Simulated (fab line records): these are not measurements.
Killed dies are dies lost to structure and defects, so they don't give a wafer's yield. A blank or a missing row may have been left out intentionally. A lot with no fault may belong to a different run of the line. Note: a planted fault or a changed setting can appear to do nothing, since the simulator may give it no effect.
Comparing a struck lot with a sound one | flow sky130 | 34 steps out of a route of 708
Sound: these wafers, L871.4, L871.5, L871.6. Struck: wafer L879.1. (L879.3 of the same lot was not struck and is left out.) The cause comes at the end.
At each step with rows: each side's tool, then ch and its chambers, then its first start. Under that, the readings that differ: sound wafers | struck wafers | difference of the means | sigmas: that difference in standard deviations of wafers without a fault.
alike: readings with means less than 2 such deviations apart, plus words and numbers identical on both sides. not compared: withheld readings, readings lacking a value on some wafer, bounds such as >300 that could conceal the same value, and numbers that have no deviation in the record and whose values overlap.
Wherever a step has rows on one side only, a row that says differs or no value, or a row with sigmas, the two part there. Numbers that have no deviation but don't overlap get no sigmas and don't part them. A reading that every wafer of one side lacks parts them only if that side has two wafers or more.

SKY_VIA1_CD_MEAS_12 targets a cd of 150 nm.
  sound on cd sem-01 at day 35 20:37; struck on cd sem-01 at day 38 16:58
  alike: cd nm
SKY_VIA1_OVL_MEAS_13:
  sound on overlay-02 at day 35 20:42; struck on overlay-01 at day 38 17:05
  alike: VIA1_OVL
SKY_VIA1_ETCH_14: etches BARC in N2/H2, stops on SiO2, time 45.9 s, target depth 60 nm.
  sound on rie diel-03 ch 1,2, day 35 20:43; struck on rie diel-01 ch 1, day 38 17:07
  alike: bias w, drypump motor current A, oes product au, throttle valve pct
  not compared: rf hours counter h
then, 1 step without rows for these wafers: SKY_VIA1_ETCH_15 (etches SiO2 in C4F8/O2/Ar, stops on TiN, target depth 351 nm, time 54 s).
SKY_VIA1_STRIP_16: strips in O2/N2.
  sound on plasma asher-04 ch 0,1, day 35 20:50; struck on plasma asher-03 ch 0, day 38 17:12
  reading                | sound | struck | difference                   | sigmas
  rf hours counter h (h) | - - - | 74     | no value on the sound wafers |
  alike: drypump motor current A, oes product au, strip time to endpoint s
then, 5 steps without rows for these wafers: SKY_VIA1_STRIP_17 (strips in post etch residue remover, time 1200 s); SKY_VIA1_CLEAN_18 (cleans in IPA, time 180 s); SKY_VIA1_CLEAN_19 (cleans in O3/DIW); SKY_VIA1_SPUTTER_20 (material TiN, target thk 20 nm, time 80 s); SKY_VIA1_CVD_21 (deposits W, target thk 270 nm, time 80.902 s).
SKY_VIA1_RS_MEAS_22: measures by four-point-probe.
  sound on film metro-02 at day 35 21:42; struck on film metro-01 at day 38 17:58
  alike: VIA1_W_RS
SKY_VIA1_THK_MEAS_23: measures by xrf.
  sound on film metro-02 at day 35 21:47; struck on film metro-01 at day 38 18:05
  alike: VIA1_W_THK
SKY_VIA1_CMP_24: polishes, stops on SiO2, t overpolish 15 s, target thk 0 nm.
  sound on cmp-02 ch 0,1,2, day 35 21:55; struck on cmp-02 ch 0, day 38 18:09
  reading                                  | sound             | struck | difference | sigmas
  time to endpoint s (s)                   | 72 65 65          | 35     | -32        | -10
  model.SiO2_of_VIA1_HDPCVD_00.thk nm (nm) | 339.7 340.5 341.9 | 337.9  | -2.8       |
  alike: motor current A, overpolish run s, platen rpm, slurry flow ml min
SKY_METAL2_SPUTTER_00: material Ti, target thk 15 nm, time 10 s.
  sound on pvd sputter-04 at day 35 22:08; struck on pvd sputter-02 at day 38 18:27
  reading                | sound          | struck | difference | sigmas
  throttle valve pct (%) | 29.4 29.2 27.7 | 31.3   | +2.5       | +3
  alike: chamber pressure pa
SKY_METAL2_SPUTTER_01: material TiN, target thk 20 nm, time 16.7 s.
  sound on pvd sputter-04 at day 35 22:09; struck on pvd sputter-02 at day 38 18:28
  reading                | sound          | struck | difference | sigmas
  throttle valve pct (%) | 29.4 29.3 27.9 | 31.3   | +2.4       | +3
  alike: chamber pressure pa
then, 2 steps without rows for these wafers: SKY_METAL2_SPUTTER_02 (material AlCu, target thk 250 nm, time 13.3 s); SKY_METAL2_SPUTTER_03 (material Ti, target thk 5 nm, time 3.3 s).
SKY_METAL2_SPUTTER_04: material TiN, target thk 70 nm, time 58.3 s.
  sound on pvd sputter-04 at day 35 22:14; struck on pvd sputter-02 at day 38 18:32
  reading                | sound          | struck | difference | sigmas
  throttle valve pct (%) | 29.2 29.0 27.3 | 31.4   | +2.9       | +3
  alike: chamber pressure pa
SKY_METAL2_RS_MEAS_05: measures by four-point-probe.
  sound on film metro-02 at day 35 22:19; struck on film metro-02 at day 38 18:35
  alike: METAL2_ALCU_RS
SKY_METAL2_THK_MEAS_06: measures by xrf.
  sound on film metro-02 at day 35 22:25; struck on film metro-02 at day 38 18:43
  alike: METAL2_ALCU_THK
then, 8 steps without rows for these wafers: SKY_METAL2_DEHYDRATE_07 (time 60 s); SKY_METAL2_HMDS_08 (prime time 60 s); SKY_METAL2_COAT_09 (resist thk 60 nm); SKY_METAL2_COAT_10 (resist thk 450 nm); SKY_METAL2_SOFTBAKE_11 (time 90 s); SKY_METAL2_EXPOSE_12 (exposes mask MM2, target cd 140 nm); SKY_METAL2_PEB_13; SKY_METAL2_DEVELOP_14 (develop time 60 s).
SKY_METAL2_CD_MEAS_15 targets a cd of 140 nm.
  sound on cd sem-02 at day 37 00:31; struck on cd sem-02 at day 39 19:49
  alike: cd nm
SKY_METAL2_OVL_MEAS_16:
  sound on overlay-01 at day 37 00:36; struck on overlay-02 at day 39 19:56
  alike: METAL2_OVL
then, 2 steps without rows for these wafers: SKY_METAL2_DESCUM_17 (chemistry O2, time 8 s); SKY_METAL2_ETCH_18 (etches BARC in N2/H2, stops on SiO2, time 45.9 s, target depth 60 nm).
SKY_METAL2_METAL_ETCH_19: etches the open film in Cl2/BCl3, stops on SiO2, target depth 360 nm, time 78 s.
  sound on rie metal-02 ch 0, day 37 00:54; struck on rie metal-02 ch 0, day 39 20:04
  reading                                  | sound             | struck | difference                   | sigmas
  rf hours counter h (h)                   | - - -             | 12     | no value on the sound wafers |
  model.SiO2_of_VIA1_HDPCVD_00.thk nm (nm) | 328.8 329.5 330.9 | 327.1  | -2.6                         |
  alike: bias w, drypump motor current A, oes product au, throttle valve pct
then, 1 step without rows for these wafers: SKY_METAL2_STRIP_20 (strips in O2/N2).

== WHERE THEY PART ==
At SKY_VIA1_STRIP_16 first; at SKY_METAL2_METAL_ETCH_19 last (within this record only).

WHY: what had been put in by the simulator
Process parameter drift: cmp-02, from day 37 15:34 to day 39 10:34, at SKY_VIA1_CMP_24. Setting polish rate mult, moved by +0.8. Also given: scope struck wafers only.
